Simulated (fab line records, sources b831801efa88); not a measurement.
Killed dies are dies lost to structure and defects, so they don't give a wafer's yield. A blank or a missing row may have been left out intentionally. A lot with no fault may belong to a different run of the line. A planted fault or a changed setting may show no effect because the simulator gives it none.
Which tool is to blame? || flow sky130 || 13 lots, 39 wafers sampled, at 4 steps of a route of 708

WHAT THE GAUGES READ, wafer by wafer
SKY_SD_N_CD_MEAS_07: the cd target is 380 nm.
{"lot": "L931", "measured": "day 27 17:56", "on": "cd_sem-02", "cd_nm (nm)": "382 381 380"}
{"lot": "L933", "measured": "day 28 10:01", "on": "cd_sem-01", "cd_nm (nm)": "376 373 375"}
{"lot": "L934", "measured": "day 28 19:31", "on": "cd_sem-01", "cd_nm (nm)": "382 382 383"}
{"lot": "L935", "measured": "day 29 04:25", "on": "cd_sem-01", "cd_nm (nm)": "382 385 380"}
{"lot": "L936", "measured": "day 29 06:54", "on": "cd_sem-01", "cd_nm (nm)": "379 378 377"}
{"lot": "L937", "measured": "day 29 20:50", "on": "cd_sem-01", "cd_nm (nm)": "382 382 382"}
{"lot": "L938", "measured": "day 30 09:55", "on": "cd_sem-02", "cd_nm (nm)": "380 379 379"}
{"lot": "L944", "measured": "day 32 07:16", "on": "cd_sem-01", "cd_nm (nm)": "380 380 377"}
{"lot": "L946", "measured": "day 33 04:47", "on": "cd_sem-01", "cd_nm (nm)": "393 394 393"}
{"lot": "L950", "measured": "day 34 02:29", "on": "cd_sem-01", "cd_nm (nm)": "382 377 381"}
{"lot": "L951", "measured": "day 34 08:01", "on": "cd_sem-02", "cd_nm (nm)": "377 378 378"}
{"lot": "L952", "measured": "day 34 18:02", "on": "cd_sem-01", "cd_nm (nm)": "381 382 381"}
{"lot": "L953", "measured": "day 35 00:16", "on": "cd_sem-02", "cd_nm (nm)": "383 383 385"}

SKY_SD_N_TW_MEAS_12.
{"lot": "L931", "measured": "day 27 18:32", "on": "film_metro-01", "SD_N_TW": "3950 3976 3960"}
{"lot": "L933", "measured": "day 28 10:35", "on": "film_metro-01", "SD_N_TW": "3943 3947 3952"}
{"lot": "L934", "measured": "day 28 20:05", "on": "film_metro-01", "SD_N_TW": "3928 3932 3926"}
{"lot": "L935", "measured": "day 29 04:58", "on": "film_metro-03", "SD_N_TW": "3973 4002 3997"}
{"lot": "L936", "measured": "day 29 07:26", "on": "film_metro-03", "SD_N_TW": "3962 3979 3976"}
{"lot": "L937", "measured": "day 29 21:24", "on": "film_metro-01", "SD_N_TW": "3969 3968 3971"}
{"lot": "L938", "measured": "day 30 10:28", "on": "film_metro-04", "SD_N_TW": "3976 3987 3965"}
{"lot": "L944", "measured": "day 32 07:50", "on": "film_metro-03", "SD_N_TW": "4000 4000 3983"}
{"lot": "L946", "measured": "day 33 05:21", "on": "film_metro-03", "SD_N_TW": "3990 3986 3982"}
{"lot": "L950", "measured": "day 34 03:02", "on": "film_metro-03", "SD_N_TW": "3991 3978 3974"}
{"lot": "L951", "measured": "day 34 08:35", "on": "film_metro-04", "SD_N_TW": "3965 3967 3958"}
{"lot": "L952", "measured": "day 34 18:35", "on": "film_metro-01", "SD_N_TW": "3951 3971 3949"}
{"lot": "L953", "measured": "day 35 00:48", "on": "film_metro-03", "SD_N_TW": "3981 3966 3986"}

WHAT TOOL EACH LOT RAN ON (gives the tool, then ch and the chambers of the sampled wafers, and finally the start)
{"lot": "L931", "SKY_POLY_CUT_ETCH_10": "rie_diel-02 ch 0,3, day 24 02:10", "SKY_SD_N_DEVELOP_06": "litho_track-01 ch 0, day 27 17:48"}
{"lot": "L933", "SKY_POLY_CUT_ETCH_10": "rie_diel-04 ch 0,1, day 24 17:38", "SKY_SD_N_DEVELOP_06": "litho_track-01 ch 0, day 28 09:52"}
{"lot": "L934", "SKY_POLY_CUT_ETCH_10": "rie_diel-01 ch 0,2,3, day 25 05:09", "SKY_SD_N_DEVELOP_06": "litho_track-01 ch 0, day 28 19:22"}
{"lot": "L935", "SKY_POLY_CUT_ETCH_10": "rie_diel-01 ch 0,1,3, day 25 12:48", "SKY_SD_N_DEVELOP_06": "litho_track-03 ch 0, day 29 04:11"}
{"lot": "L936", "SKY_POLY_CUT_ETCH_10": "rie_diel-01 ch 1,3, day 25 17:00", "SKY_SD_N_DEVELOP_06": "litho_track-01 ch 0, day 29 06:43"}
{"lot": "L937", "SKY_POLY_CUT_ETCH_10": "rie_diel-02 ch 1,2,3, day 26 08:03", "SKY_SD_N_DEVELOP_06": "litho_track-03 ch 0, day 29 20:41"}
{"lot": "L938", "SKY_POLY_CUT_ETCH_10": "rie_diel-01 ch 0,2, day 26 21:18", "SKY_SD_N_DEVELOP_06": "litho_track-03 ch 0, day 30 09:46"}
{"lot": "L944", "SKY_POLY_CUT_ETCH_10": "rie_diel-01 ch 0,2,3, day 28 20:39", "SKY_SD_N_DEVELOP_06": "litho_track-01 ch 0, day 32 07:07"}
{"lot": "L946", "SKY_POLY_CUT_ETCH_10": "rie_diel-02 ch 1,2, day 29 19:45", "SKY_SD_N_DEVELOP_06": "litho_track-03 ch 0, day 33 04:38"}
{"lot": "L950", "SKY_POLY_CUT_ETCH_10": "rie_diel-04 ch 0,3, day 30 17:24", "SKY_SD_N_DEVELOP_06": "litho_track-01 ch 0, day 34 02:21"}
{"lot": "L951", "SKY_POLY_CUT_ETCH_10": "rie_diel-01 ch 0,1,2, day 31 00:42", "SKY_SD_N_DEVELOP_06": "litho_track-01 ch 0, day 34 07:52"}
{"lot": "L952", "SKY_POLY_CUT_ETCH_10": "rie_diel-02 ch 0,2, day 31 08:36", "SKY_SD_N_DEVELOP_06": "litho_track-01 ch 0, day 34 17:54"}
{"lot": "L953", "SKY_POLY_CUT_ETCH_10": "rie_diel-04 ch 0,1,3, day 31 16:57", "SKY_SD_N_DEVELOP_06": "litho_track-02 ch 0, day 35 00:07"}
- SKY_POLY_CUT_ETCH_10: etches BARC in N2/H2, stops on SiO2, time 45.9 s, target depth 60 nm.
- SKY_SD_N_DEVELOP_06: develop time 60 s.

WHAT THE TOOLS THEMSELVES READ (means of the sampled wafers that have a number; where no wafer has one, the mark that the record gives instead)
SKY_POLY_CUT_ETCH_10.
{"lot": "L931", "tool": "rie_diel-02", "drypump_motor_current_A (A)": 6.0, "oes_product_au (a.u.)": 0.854, "throttle_valve_pct (%)": 13.219}
{"lot": "L933", "tool": "rie_diel-04", "drypump_motor_current_A (A)": 6.1, "oes_product_au (a.u.)": 0.859, "throttle_valve_pct (%)": 13.230}
{"lot": "L934", "tool": "rie_diel-01", "drypump_motor_current_A (A)": 6.1, "oes_product_au (a.u.)": 0.855, "throttle_valve_pct (%)": 13.219}
{"lot": "L935", "tool": "rie_diel-01", "drypump_motor_current_A (A)": 5.9, "oes_product_au (a.u.)": 0.861, "throttle_valve_pct (%)": 13.224}
{"lot": "L936", "tool": "rie_diel-01", "drypump_motor_current_A (A)": 5.5, "oes_product_au (a.u.)": 0.853, "throttle_valve_pct (%)": 13.219}
{"lot": "L937", "tool": "rie_diel-02", "drypump_motor_current_A (A)": 6.0, "oes_product_au (a.u.)": 0.854, "throttle_valve_pct (%)": 13.217}
{"lot": "L938", "tool": "rie_diel-01", "drypump_motor_current_A (A)": 6.4, "oes_product_au (a.u.)": 0.852, "throttle_valve_pct (%)": 13.223}
{"lot": "L944", "tool": "rie_diel-01", "drypump_motor_current_A (A)": 6.0, "oes_product_au (a.u.)": 0.855, "throttle_valve_pct (%)": 13.228}
{"lot": "L946", "tool": "rie_diel-02", "drypump_motor_current_A (A)": 5.8, "oes_product_au (a.u.)": 0.852, "throttle_valve_pct (%)": 13.224}
{"lot": "L950", "tool": "rie_diel-04", "drypump_motor_current_A (A)": 6.3, "oes_product_au (a.u.)": 0.852, "throttle_valve_pct (%)": 13.231}
{"lot": "L951", "tool": "rie_diel-01", "drypump_motor_current_A (A)": 6.1, "oes_product_au (a.u.)": 0.855, "throttle_valve_pct (%)": 13.217}
{"lot": "L952", "tool": "rie_diel-02", "drypump_motor_current_A (A)": 5.6, "oes_product_au (a.u.)": 0.861, "throttle_valve_pct (%)": 13.224}
{"lot": "L953", "tool": "rie_diel-04", "drypump_motor_current_A (A)": 6.1, "oes_product_au (a.u.)": 0.854, "throttle_valve_pct (%)": 13.222}

THE ANSWER, worked out from the rows above alone
Rule: usual is defined by the lots themselves. The widest of any qualifying gaps counts: lots, ordered by their means at a reading, are off when they make up no more than a third of the lots, leave a main group of 4 or more, and stand apart from it by 3 or more times the standard deviation of that group's means. Not used: any main group whose means are identical at the precision the tables above print for the reading. Also off: a lot with no number at a reading for which 4 or more lots have one. The other lots that the step has rows for count as sound. Order of review: gauges by route order, followed by the tools' own readings, for which a lot's mean as printed above is used. At the first step where some lot is off, the reading lying furthest off is the one used; lots without a number count as furthest.
Off, at SKY_SD_N_CD_MEAS_07 on cd_nm: L946. Main group: mean 380 nm, sd 2.4.
If a tool, at a process step before that reading, ran all the lots that are off and no sound lot after the first of them, it fits. The gauges at SKY_SD_N_CD_MEAS_07 are tried like those tools. One fits: SKY_SD_N_DEVELOP_06 on litho_track-03. A fault onset in the window from L938 (day 30 09:46, its last sound lot) to L946 (day 33 04:38, its first lot off) fits.

WHAT HAD BEEN PUT IN BY THE SIMULATOR
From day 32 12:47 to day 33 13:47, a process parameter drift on litho_track-03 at SKY_SD_N_DEVELOP_06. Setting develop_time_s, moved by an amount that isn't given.
Lots struck among those shown: L946. This agrees with what the rule above found.
